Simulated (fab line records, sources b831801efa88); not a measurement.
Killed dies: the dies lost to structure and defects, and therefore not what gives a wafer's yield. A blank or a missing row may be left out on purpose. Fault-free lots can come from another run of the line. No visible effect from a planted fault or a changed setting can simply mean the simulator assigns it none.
Which of the tools did it? | flow gf180mcu | 12 lots, 36 wafers sampled, at 2 steps of a route of 602

## WHAT THE GAUGES SHOWED, per wafer
GF_V4_CD_MEAS_14: the cd target is 260 nm.
lot  | measured     | on        | cd nm (nm)
L873 | day 24 15:22 | cd sem-01 | 261.8 259.8 259.7
L874 | day 24 19:02 | cd sem-02 | 259.8 259.1 259.1
L875 | day 25 05:57 | cd sem-02 | 263.3 262.8 263.3
L878 | day 25 22:04 | cd sem-02 | 261.3 261.5 261.9
L879 | day 26 13:43 | cd sem-02 | 258.1 256.9 257.4
L880 | day 26 20:04 | cd sem-02 | 260.5 259.7 260.4
L881 | day 27 08:45 | cd sem-01 | 260.2 260.0 259.4
L883 | day 28 01:56 | cd sem-02 | 259.5 259.6 260.0
L884 | day 28 05:14 | cd sem-01 | 260.7 261.1 261.5
L894 | day 30 19:44 | cd sem-01 | 260.8 260.3 259.3
L895 | day 31 01:34 | cd sem-02 | 260.0 259.3 260.1
L896 | day 31 09:44 | cd sem-01 | 263.5 263.9 262.0

## WHAT TOOL EACH LOT RAN ON (gives the tool, then ch and the chambers of the sampled wafers, and finally the start)
lot  | GF_V3_CMP_26
L873 | cmp-02 ch 0,1,2, day 22 15:16
L874 | cmp-02 ch 0,1, day 22 20:53
L875 | cmp-02 ch 0,2,3, day 23 06:26
L878 | cmp-02 ch 2,3, day 24 01:10
L879 | cmp-02 ch 0,1,3, day 24 17:49
L880 | cmp-01 ch 0,3, day 25 00:13
L881 | cmp-02 ch 0,1, day 25 10:18
L883 | cmp-01 ch 1,2, day 26 06:52
L884 | cmp-01 ch 0,2, day 26 11:52
L894 | cmp-02 ch 1,3, day 29 04:55
L895 | cmp-01 ch 0,2,3, day 29 10:54
L896 | cmp-02 ch 0,2,3, day 29 20:31
- GF_V3_CMP_26: polishes, stops on SiO2, t overpolish 15 s, target thk 0 nm.

## AS READ BY THE TOOLS THEMSELVES (means over the sampled wafers that have a number; for cases with no such wafer, the mark the record gives instead)
GF_V3_CMP_26.
lot  | tool   | motor current A (A) | overpolish run s (s) | time to endpoint s (s)
L873 | cmp-02 | 13.1                | 15.012               | 86
L874 | cmp-02 | 12.6                | 14.994               | 86
L875 | cmp-02 | 13.8                | 15.000               | 85
L878 | cmp-02 | 13.0                | 14.995               | 85
L879 | cmp-02 | 13.2                | 15.005               | 85
L880 | cmp-01 | 10.3                | 15.004               | 88
L881 | cmp-02 | 13.3                | 14.997               | 87
L883 | cmp-01 | 11.6                | 14.997               | 89
L884 | cmp-01 | 11.7                | 15.004               | 84
L894 | cmp-02 | 13.5                | 14.989               | 83
L895 | cmp-01 | 11.1                | 15.008               | 85
L896 | cmp-02 | 13.8                | 14.999               | 87

## THE ANSWER, worked out from the rows above alone
Rule: usual is defined by the lots themselves. The widest of any qualifying gaps counts: lots, ordered by their means at a reading, are off when they make up no more than a third of the lots, leave a main group of 4 or more, and stand apart from it by 3 or more times the standard deviation of that group's means. A main group whose means are all the same, to the digits that the tables above print for the reading, isn't used. A lot without any number at a reading at which 4 lots or more have one is off too. The other lots that the step has rows for count as sound. The gauges are gone through in route order, then the tools' own readings, and for those a lot's mean is taken as printed above. At the first step where some lot is off, the reading lying furthest off is the one used; lots without a number count as furthest.
No lot is off on any of the readings shown, so nothing can be concluded from this.

## WHAT WAS PUT IN BY THE SIMULATOR
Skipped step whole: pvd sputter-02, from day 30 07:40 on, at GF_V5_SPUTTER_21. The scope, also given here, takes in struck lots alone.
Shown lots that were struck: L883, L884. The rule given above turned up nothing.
